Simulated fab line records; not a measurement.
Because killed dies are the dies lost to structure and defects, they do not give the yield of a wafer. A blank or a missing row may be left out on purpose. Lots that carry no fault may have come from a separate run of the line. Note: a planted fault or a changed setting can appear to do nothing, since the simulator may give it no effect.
fab line records	flow gf180mcu
[record] lots = 11	wafers = 33	last-day = 34
route steps=602 shown STI@30 VT_IMPLANT@110 NSD@246 PSD@261
lots that met no fault: taken from a fault-free run of the same line
start-h: the number of hours between the record's first day and the start of the first shown wafer of the lot	wait-h: hours from the lot's prior step to this one	" identical to the entry in the row above	L1.1+2: a single row standing in for several wafers	- no value, or no start given	* or withheld: withheld	< > ~ a bound
route shown NAME@n: a module of which the file shows steps, and the number in the route of the first	usual: mean/standard deviation taken from wafers without a fault	same: alike in all rows	chamber/n: place in a boat	sites: per-site readings	_std_site: standard deviation across them	_edge_site: outer sites' mean less inner sites'	radius-mm: how far each site lies from the wafer's centre	mask NAME#n: copy n	behind: the last tool/chamber to shape the wafer	hold: what put the lot on hold/how long, in hours/how the hold closed	device: which transistor (n, p or np) failed to switch	end of line: the tests these same wafers got at the end of their route	step lacking rows: just its recipe	killed: not the wafer's yield, but the dies lost to structure and defects at the first sort	map: per-die view of a wafer (x killed, . not killed, _ where there is no die)
set.NAME: the setting that was run; set.NAME@STEP: the one run at that earlier step	model.NAME: the simulator's own value behind a step, which no gauge read
a sample of lots followed through the steps of the route, with each step as a table and each wafer as a row
services: the hour from which a tool's chamber was out of use, counted from the record's first day as start-h (under 0 if before that day), plus the number of hours and why
[[steps]]
[step GF_STI_OXIDATION_29]
[recipe] temp-c = 900	ambient = O2	stabilise-s = 600	purge-s = 300	target-thk-a = 100	ox-time-s = 1418
[usual] spike-tc-bottom-C = 919.2/0.97	spike-tc-centre-C = 900.2/1.2	spike-tc-lower-C = 901.1/0.96	spike-tc-top-C = 912/4.4	spike-tc-upper-C = 901.1/1.2	zone-power-lower-pct = 16.9/0.42	zone-power-upper-pct = 20.34/0.23
[same] purge-s = 300
lot.wafer	tool	chamber	start-h	wait-h	spike-tc-bottom-C	spike-tc-centre-C	spike-tc-lower-C	spike-tc-top-C	spike-tc-upper-C	zone-power-lower-pct	zone-power-upper-pct
L770.2	furnace-02	0	33.46	0.0	919.8	901.4	901.0	907	900.2	17.2	20.46
L770.3	"	0	"	"	920.2	901.8	900.9	908	899.6	17.1	20.20
L770.6	"	0	"	"	918.5	902.4	902.9	908	900.7	17.3	20.38
L771.2	furnace-01	0	39.87	0.0	917.3	898.7	902.0	915	901.2	16.8	20.41
L771.4	"	0	"	"	918.4	901.2	901.5	915	903.6	16.8	20.55
L771.5	"	0	"	"	917.2	898.6	902.6	914	901.2	16.5	20.41
L772.1	furnace-02	0	43.53	0.0	920.7	899.7	900.6	907	899.6	17.3	20.22
L772.2	"	0	"	"	920.0	901.9	899.5	907	899.0	17.2	20.26
L772.6	"	0	"	"	919.0	902.2	901.6	906	901.5	17.6	20.54
L774.2	furnace-02	0	56.86	0.1	919.9	898.8	901.6	906	902.3	17.1	20.38
L774.5	"	0	"	"	918.6	901.7	902.6	908	900.0	17.3	20.44
L774.6	"	0	"	"	918.0	901.1	900.8	907	899.3	17.6	20.27
L775.3	furnace-01	0	59.27	0.0	919.4	897.8	900.4	915	900.8	16.7	20.28
L775.4	"	0	"	"	920.1	900.0	901.2	918	900.9	16.5	20.22
L775.6	"	0	"	"	918.8	899.2	899.5	917	900.3	16.3	20.56
L777.1	furnace-02	0	72.10	0.5	919.7	898.3	900.7	908	901.6	17.1	20.01
L777.3	"	0	"	"	920.4	899.4	902.7	908	901.5	17.3	20.16
L777.4	"	0	"	"	919.6	902.3	901.4	908	899.8	17.5	20.01
L780.1	furnace-02	0	86.30	0.6	948.5	930.9	931.2	938	928.1	18.9	21.73
L780.5	"	0	"	"	947.8	931.0	930.4	939	932.2	18.9	21.73
L780.6	"	0	"	"	949.8	931.0	930.6	938	931.6	18.8	21.47
L782.1	furnace-02	0	97.27	0.7	948.9	930.9	930.7	937	929.5	18.9	21.85
L782.3	"	0	"	"	950.1	932.4	930.7	937	931.7	18.6	22.05
L782.6	"	0	"	"	948.1	930.9	932.5	937	931.3	18.7	21.63
L783.2	furnace-01	0	102.05	0.0	919.9	900.6	900.8	917	901.9	16.5	20.72
L783.4	"	0	"	"	920.0	901.1	901.8	916	902.1	16.7	21.19
L783.6	"	0	"	"	919.9	897.2	901.9	917	901.8	16.4	20.26
L786.2	furnace-01	0	117.25	0.0	919.9	900.8	899.9	915	901.8	16.6	20.41
L786.3	"	0	"	"	920.0	898.7	901.3	917	901.7	16.6	20.19
L786.6	"	0	"	"	920.2	900.8	900.9	917	900.5	16.3	20.21
L792.3	furnace-01	0	147.38	0.3	917.6	899.1	901.3	915	901.4	16.3	19.92
L792.4	"	0	"	"	919.2	900.8	901.8	916	903.3	16.8	20.57
L792.5	"	0	"	"	919.1	898.4	900.3	916	903.0	16.4	20.14
[step GF_STI_THK_MEAS_30]
[recipe] reads = SiO2_of_STI_OXIDATION_29
[usual] STI_OXIDATION_02_THK = 10.06/0.17
lot.wafer	tool	chamber	start-h	wait-h	STI_OXIDATION_02_THK[nm]
L770.2	film-metro-02	-	34.86	0.0	9.92
L770.3	"	-	"	"	9.99
L770.6	"	-	"	"	10.07
L771.2	film-metro-02	-	41.28	0.0	9.81
L771.4	"	-	"	"	10.01
L771.5	"	-	"	"	9.84
L772.1	film-metro-02	-	44.93	0.0	9.64
L772.2	"	-	"	"	9.69
L772.6	"	-	"	"	9.67
L774.2	film-metro-04	-	58.26	0.0	9.85
L774.5	"	-	"	"	9.80
L774.6	"	-	"	"	9.91
L775.3	film-metro-02	-	60.69	0.0	10.04
L775.4	"	-	"	"	9.94
L775.6	"	-	"	"	10.01
L777.1	film-metro-02	-	73.49	0.0	10.16
L777.3	"	-	"	"	10.08
L777.4	"	-	"	"	10.21
L780.1	film-metro-04	-	87.69	0.0	13.83
L780.5	"	-	"	"	13.82
L780.6	"	-	"	"	13.82
L782.1	film-metro-04	-	98.66	0.0	13.70
L782.3	"	-	"	"	13.82
L782.6	"	-	"	"	13.76
L783.2	film-metro-03	-	103.45	0.0	10.28
L783.4	"	-	"	"	10.26
L783.6	"	-	"	"	10.36
L786.2	film-metro-02	-	118.65	0.0	10.27
L786.3	"	-	"	"	10.10
L786.6	"	-	"	"	10.03
L792.3	film-metro-02	-	148.79	0.0	9.80
L792.4	"	-	"	"	10.01
L792.5	"	-	"	"	10.00
[step GF_VT_IMPLANT_STRIP_20]
[recipe] chemistry = O2/N2	power-w = 1400	pressure-mtorr = 1500	platen-temp-c = 250	o2-flow-sccm = 3000	n2-flow-sccm = 300	overash-fraction = 0.5
[usual] drypump-motor-current-A = 5.8/0.47	heater-power-w = 374/25	oes-product-au = 0.716/0.0045	strip-time-to-endpoint-s = 12.63/0.036
lot.wafer	tool	chamber	start-h	wait-h	drypump-motor-current-A	heater-power-w	oes-product-au	rf-hours-counter-h	strip-time-to-endpoint-s
L770.2	plasma-asher-02	0	132.78	0.1	6.9	341	0.723	1	12.65
L770.3	"	0	"	"	6.8	338	0.718	-	12.64
L770.6	"	0	"	"	6.9	336	0.724	-	12.63
L771.2	plasma-asher-03	0	141.64	0.1	6.2	375	0.717	51	12.64
L771.4	"	1	"	"	5.3	365	0.716	-	12.66
L771.5	"	1	"	"	5.3	366	0.722	-	12.63
L772.1	plasma-asher-03	1	144.99	0.1	5.4	370	0.717	52	12.65
L772.2	"	0	"	"	6.2	375	0.720	52	12.60
L772.6	"	0	"	"	6.2	383	0.722	-	12.63
L774.2	plasma-asher-04	0	160.59	0.1	5.7	397	0.720	36	12.67
L774.5	"	0	"	"	5.7	385	0.717	-	12.62
L774.6	"	1	"	"	5.6	409	0.713	-	12.65
L775.3	plasma-asher-04	1	164.37	0.1	5.6	423	0.712	-	12.62
L775.4	"	0	"	"	5.6	387	0.718	-	12.60
L775.6	"	0	"	"	5.7	393	0.714	-	12.61
L777.1	plasma-asher-04	1	179.48	0.1	5.6	420	0.714	38	12.69
L777.3	"	1	"	"	5.6	409	0.715	-	12.68
L777.4	"	0	"	"	5.7	401	0.717	-	12.68
L780.1	plasma-asher-03	0	195.49	0.1	6.3	382	0.724	58	12.59
L780.5	"	1	"	"	5.4	376	0.715	-	12.64
L780.6	"	0	"	"	6.2	379	0.718	-	12.60
L782.1	plasma-asher-02	1	209.83	0.1	5.7	342	0.714	11	12.66
L782.3	"	0	"	"	6.8	349	0.722	-	12.71
L782.6	"	0	"	"	6.8	344	0.709	-	12.63
L783.2	plasma-asher-03	1	215.13	0.1	5.4	367	0.712	60	12.59
L783.4	"	0	"	"	6.2	384	0.724	-	12.67
L783.6	"	1	"	"	5.3	362	0.712	-	12.62
L786.2	plasma-asher-03	1	234.99	0.1	5.4	372	0.717	63	12.65
L786.3	"	0	"	"	6.2	379	0.719	-	12.55
L786.6	"	0	"	"	6.2	376	0.716	-	12.63
L792.3	plasma-asher-04	1	272.76	0.1	5.6	402	0.715	-	12.63
L792.4	"	0	"	"	5.7	397	0.712	-	12.58
L792.5	"	1	"	"	5.6	412	0.713	-	12.63
[step GF_NSD_STRIP_11]
[recipe] chemistry = O2/N2	power-w = 1400	pressure-mtorr = 1500	platen-temp-c = 250	o2-flow-sccm = 3000	n2-flow-sccm = 300	overash-fraction = 0.5
[usual] drypump-motor-current-A = 5.9/0.48	heater-power-w = 373/29	oes-product-au = 0.486/0.0047	strip-time-to-endpoint-s = 22.96/0.034
lot.wafer	tool	chamber	start-h	wait-h	drypump-motor-current-A	heater-power-w	oes-product-au	rf-hours-counter-h	strip-time-to-endpoint-s
L770.2	plasma-asher-04	0	304.01	0.1	5.7	392	0.491	50	22.98
L770.3	"	1	"	"	5.6	422	0.476	-	22.99
L770.6	"	0	"	"	5.7	392	0.490	-	22.98
L771.2	plasma-asher-04	0	315.40	0.1	5.7	394	0.485	51	22.98
L771.4	"	0	"	"	5.6	394	0.493	-	22.95
L771.5	"	0	"	"	5.6	397	0.495	-	22.98
L772.1	plasma-asher-04	1	321.01	0.1	5.6	412	0.481	51	22.90
L772.2	"	0	"	"	5.6	390	0.485	51	22.89
L772.6	"	1	"	"	5.6	427	0.482	-	22.92
L774.2	plasma-asher-02	1	346.36	0.1	5.7	330	0.486	22	22.95
L774.5	"	0	"	"	6.8	334	0.487	-	23.00
L774.6	"	1	"	"	5.7	341	0.488	-	22.98
L775.3	plasma-asher-03	0	356.39	0.1	6.3	373	0.492	-	22.97
L775.4	"	1	"	"	5.3	374	0.488	-	22.95
L775.6	"	1	"	"	5.4	370	0.486	-	22.96
L777.1	plasma-asher-04	0	365.05	0.1	5.7	398	0.487	56	22.93
L777.3	"	0	"	"	5.7	399	0.487	-	22.94
L777.4	"	1	"	"	5.6	414	0.480	-	22.94
L780.1	plasma-asher-02	0	386.56	0.1	6.8	341	0.484	26	22.97
L780.5	"	1	"	"	5.6	346	0.493	-	22.98
L780.6	"	0	"	"	6.8	344	0.485	-	23.00
L782.1	plasma-asher-02	1	405.81	0.1	5.6	336	0.489	28	22.97
L782.3	"	1	"	"	5.6	335	0.494	-	23.03
L782.6	"	0	"	"	6.8	342	0.484	-	22.98
L783.2	plasma-asher-03	1	413.55	0.1	5.4	360	0.486	82	22.92
L783.4	"	0	"	"	6.2	375	0.483	-	22.90
L783.6	"	0	"	"	6.2	383	0.484	-	22.93
L786.2	plasma-asher-03	0	435.00	0.1	6.2	379	0.489	1	22.90
L786.3	"	1	"	"	5.3	368	0.491	-	22.90
L786.6	"	0	"	"	6.2	387	0.491	-	22.93
L792.3	plasma-asher-03	1	487.62	0.1	5.4	350	0.485	-	22.98
L792.4	"	0	"	"	6.2	387	0.491	-	23.00
L792.5	"	0	"	"	6.2	396	0.477	-	22.98
[step GF_PSD_RTA_13]
[recipe] temp-c = 1025	time-s = 20	ambient = N2
[usual] lamp-power-pct = 29.9/2.1	wafer_temp_C_max = 1031.7/1.7
lot.wafer	tool	chamber	start-h	wait-h	lamp-power-pct	wafer_temp_C_max
L770.2	rtp-anneal-02	0	329.83	0.0	27.8	1030.8
L770.3	"	0	"	"	27.8	1033.4
L770.6	"	0	"	"	27.8	1032.1
L771.2	rtp-anneal-02	0	336.78	0.0	27.8	1034.1
L771.4	"	0	"	"	27.8	1035.8
L771.5	"	0	"	"	27.7	1031.6
L772.1	rtp-anneal-02	0	342.45	0.0	27.8	1032.3
L772.2	"	0	"	"	27.8	1034.5
L772.6	"	0	"	"	27.8	1032.7
L774.2	rtp-anneal-02	0	369.26	0.0	27.8	1031.6
L774.5	"	0	"	"	27.7	1032.5
L774.6	"	0	"	"	27.8	1032.0
L775.3	rtp-anneal-01	0	378.98	0.0	32.0	1030.4
L775.4	"	0	"	"	32.0	1030.7
L775.6	"	0	"	"	31.9	1032.8
L777.1	rtp-anneal-02	0	386.93	0.0	27.8	1033.4
L777.3	"	0	"	"	27.8	1032.6
L777.4	"	0	"	"	27.8	1031.8
L780.1	rtp-anneal-02	0	408.71	0.0	27.7	1034.5
L780.5	"	0	"	"	27.8	1032.8
L780.6	"	0	"	"	27.7	1031.3
L782.1	rtp-anneal-01	0	430.18	0.0	32.0	1030.6
L782.3	"	0	"	"	32.0	1031.0
L782.6	"	0	"	"	32.0	1031.0
L783.2	rtp-anneal-02	0	438.06	0.0	27.8	1031.0
L783.4	"	0	"	"	27.8	1036.1
L783.6	"	0	"	"	27.8	1032.7
L786.2	rtp-anneal-01	0	459.33	0.0	32.0	1029.2
L786.3	"	0	"	"	32.0	1031.0
L786.6	"	0	"	"	31.9	1028.9
L792.3	rtp-anneal-01	0	511.73	0.0	31.9	1029.8
L792.4	"	0	"	"	32.0	1029.4
L792.5	"	0	"	"	32.0	1031.0
[[services]]
tool	chamber	start-h	hours	kind
furnace-02	-	50.01	4.0	pm
furnace-01	-	74.12	3.2	pm
plasma-asher-02	-	75.35	14.2	repair
plasma-asher-04	-	88.81	1.2	repair
furnace-02	-	108.36	3.8	pm
plasma-asher-02	-	108.75	9.0	pm
rtp-anneal-02	-	121.64	6.2	pm
furnace-01	-	173.78	3.0	repair
furnace-01	-	194.67	1.7	repair
plasma-asher-04	-	205.41	1.7	repair
furnace-01	-	207.56	2.0	pm
plasma-asher-02	-	221.07	2.8	pm
furnace-01	-	241.73	3.9	pm
plasma-asher-02	-	254.07	18.4	pm
furnace-02	-	276.54	3.9	pm
plasma-asher-04	-	342.24	1.0	repair
furnace-02	-	364.63	29.2	repair
plasma-asher-04	-	365.88	2.8	pm
furnace-02	-	393.80	3.9	pm
plasma-asher-03	-	403.45	6.3	repair
plasma-asher-03	-	403.84	0.4	repair
furnace-02	-	415.73	14.0	pm
plasma-asher-03	-	421.25	9.0	pm
furnace-02	-	444.15	2.3	pm
[[key]]
[first-sign] step = GF_STI_OXIDATION_29	reading = spike-tc-lower-C	direction = up	sigmas = 31	usual = 901.1	struck = 931.0
[effect] step = GF_STI_OXIDATION_29	reading = spike-tc-bottom-C	direction = up	sigmas = 31	usual = 919.2	struck = 948.9
[effect] step = GF_STI_THK_MEAS_30	reading = STI_OXIDATION_02_THK	direction = up	sigmas = 22	usual = 10.06	struck = 13.79
met-at GF_STI_OXIDATION_29
struck-lots L780,L782
tester-left-out L780,L782
not-acting-at GF_VT_IMPLANT_STRIP_20,GF_NSD_STRIP_11,GF_PSD_RTA_13
onset-between 72.10 86.30
[fault] kind = process-parameter-drift	tool = furnace-02	chamber = -	onset-h = 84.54	steps = GF_STI_OXIDATION_29	channel = temp-c	offset = *	shape = step	end-h = 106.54	acts-in = *	stated = *
// tester-left-out: of these lots the tester's yield and bins aren't shown, on N5 and GAA mostly nor the transistor test; their killed dies are dies lost to structure and defects alone, not to doping, threshold or leakage, so they don't give the yield
